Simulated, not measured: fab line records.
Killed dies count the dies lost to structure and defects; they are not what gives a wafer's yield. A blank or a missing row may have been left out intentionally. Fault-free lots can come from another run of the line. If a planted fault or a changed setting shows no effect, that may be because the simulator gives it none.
The same fault as seen by 2 desks || flow sky130 || only its own numbers are on each desk; what lay behind them is given at the end

## THE METROLOGY DESK
Lot by lot, what the gauges showed, no matter which tool ran the lot: averages of those sampled wafers that carry a number. Marked OUT: a lot whose mean sits more than 4 standard deviations from the usual mean, which makes it out of limits; the brackets give that distance.
Columns: A = FIELD_ISO_CVD_03_THK at SKY_FIELD_ISO_THK_MEAS_04, usual 166.0 nm; B = NWELL_OXIDATION_THK at SKY_NWELL_THK_MEAS_02, usual 10.01 nm; C = VT_ADJUST_LVTN_OVL at SKY_VT_ADJUST_LVTN_OVL_MEAS_07, usual -0.6 nm; D = SONOS_ONO_OXIDATION_THK at SKY_SONOS_ONO_THK_MEAS_01, usual 2.57 nm
{"lot": "L705", "first seen here": "day 1 16:28", "A": 167.4, "B": 10.10, "C": -1.4, "D": 2.57}
{"lot": "L706", "first seen here": "day 1 18:29", "A": 165.2, "B": 9.95, "C": -0.4, "D": 2.58}
{"lot": "L707", "first seen here": "day 1 23:53", "A": 167.3, "B": 10.10, "C": -1.1, "D": 2.59}
{"lot": "L708", "first seen here": "day 2 05:45", "A": 166.6, "B": 10.06, "C": -0.2, "D": 2.62}
{"lot": "L710", "first seen here": "day 2 15:30", "A": 164.9, "B": 9.69, "C": -1.5, "D": 2.56}
{"lot": "L711", "first seen here": "day 2 19:44", "A": 163.8, "B": 9.80, "C": -1.6, "D": "3.55 (+20) OUT"}
{"lot": "L712", "first seen here": "day 3 01:08", "A": 166.4, "B": 9.74, "C": 0.8, "D": "3.55 (+20) OUT"}
{"lot": "L724", "first seen here": "day 5 12:49", "A": 168.3, "B": 10.04, "C": -2.0, "D": 2.53}
{"lot": "L725", "first seen here": "day 5 17:32", "A": 166.3, "B": 10.04, "C": -0.2, "D": 2.57}
{"lot": "L726", "first seen here": "day 5 22:30", "A": 164.8, "B": 9.82, "C": -0.6, "D": 2.57}
{"lot": "L727", "first seen here": "day 6 04:15", "A": 165.6, "B": 9.99, "C": -1.8, "D": 2.53}
{"lot": "L728", "first seen here": "day 6 09:50", "A": 163.5, "B": 10.04, "C": -0.4, "D": 2.60}
This desk's finding: out of limits on L711, L712; first on L711, day 13 14:50 (SONOS_ONO_OXIDATION_THK at SKY_SONOS_ONO_THK_MEAS_01). In limits: L705, L706, L707, L708, L710, L724, L725, L726, L727, L728.

## TOOL OWNER'S DESK, furnace-02
The tool's own readings at SKY_SONOS_ONO_OXIDATION_00 (stabilise 600 s, purge 300 s, target thk 2.6 nm): means of the sampled wafers that have a number, for each lot that ran on this tool. Marked OUT: a lot whose mean sits more than 4 standard deviations from the usual mean, which makes it out of limits; the brackets give that distance. Shown are 7 of the 9 readings it has, namely the first that went out of limits plus those furthest out on some lot.
Columns: A = spike_tc_bottom_C at SKY_SONOS_ONO_OXIDATION_00, usual 823.9 C; B = spike_tc_centre_C at SKY_SONOS_ONO_OXIDATION_00, usual 801.2 C; C = spike_tc_lower_C at SKY_SONOS_ONO_OXIDATION_00, usual 801.1 C; D = spike_tc_top_C at SKY_SONOS_ONO_OXIDATION_00, usual 813.6 C; E = spike_tc_upper_C at SKY_SONOS_ONO_OXIDATION_00, usual 800.7 C; F = tube_center_temp_C at SKY_SONOS_ONO_OXIDATION_00, usual 800 C; G = tube_center_temp_C_max at SKY_SONOS_ONO_OXIDATION_00, usual 802.0
{"lot": "L708", "first seen here": "day 12 12:54", "A": 827.1, "B": 799.9, "C": 802.5, "D": 813.7, "E": 799.7, "F": 800, "G": 801.9}
{"lot": "L710", "first seen here": "day 13 03:07", "A": 826.1, "B": 799.9, "C": 801.3, "D": 814.1, "E": 799.9, "F": 800, "G": 802.1}
{"lot": "L711", "first seen here": "day 13 13:28", "A": "851.5 (+9.5) OUT", "B": "824.7 (+17) OUT", "C": "825.7 (+25) OUT", "D": "837.7 (+20) OUT", "E": "824.2 (+20) OUT", "F": "824 (+99 or more) OUT", "G": "825.6 (+76) OUT"}
{"lot": "L712", "first seen here": "day 13 18:59", "A": "851.0 (+9.4) OUT", "B": "824.2 (+16) OUT", "C": "824.6 (+24) OUT", "D": "837.9 (+20) OUT", "E": "823.4 (+19) OUT", "F": "824 (+99 or more) OUT", "G": "825.8 (+77) OUT"}
{"lot": "L725", "first seen here": "day 18 03:38", "A": 826.1, "B": 800.8, "C": 801.4, "D": 814.2, "E": 800.2, "F": 800, "G": 802.0}
{"lot": "L726", "first seen here": "day 18 04:59", "A": 827.0, "B": 799.2, "C": 802.1, "D": 813.9, "E": 799.8, "F": 800, "G": 802.0}
{"lot": "L728", "first seen here": "day 19 00:49", "A": 826.4, "B": 800.0, "C": 801.3, "D": 814.4, "E": 799.8, "F": 800, "G": 802.1}
This desk's finding: out of limits on L711, L712; first on L711, day 13 13:28 (spike_tc_bottom_C at SKY_SONOS_ONO_OXIDATION_00). In limits: L708, L710, L725, L726, L728.

## TAKEN TOGETHER
At day 13 13:28, on L711, L712, the tool owner's desk was in a position to raise an alarm.
The metrology desk could have raised an alarm at day 13 14:50, on L711, L712.
SKY_SONOS_ONO_OXIDATION_00 was run on furnace-02 by each of the lots named.

## WHAT WAS PUT IN BY THE SIMULATOR
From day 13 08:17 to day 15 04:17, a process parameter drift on furnace-02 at SKY_SONOS_ONO_OXIDATION_00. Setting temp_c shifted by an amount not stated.
Lots struck among those shown: L711, L712.
Time in hours from fault onset to the first out-of-limits reading at each desk: tool owner's desk 5, metrology desk 7.
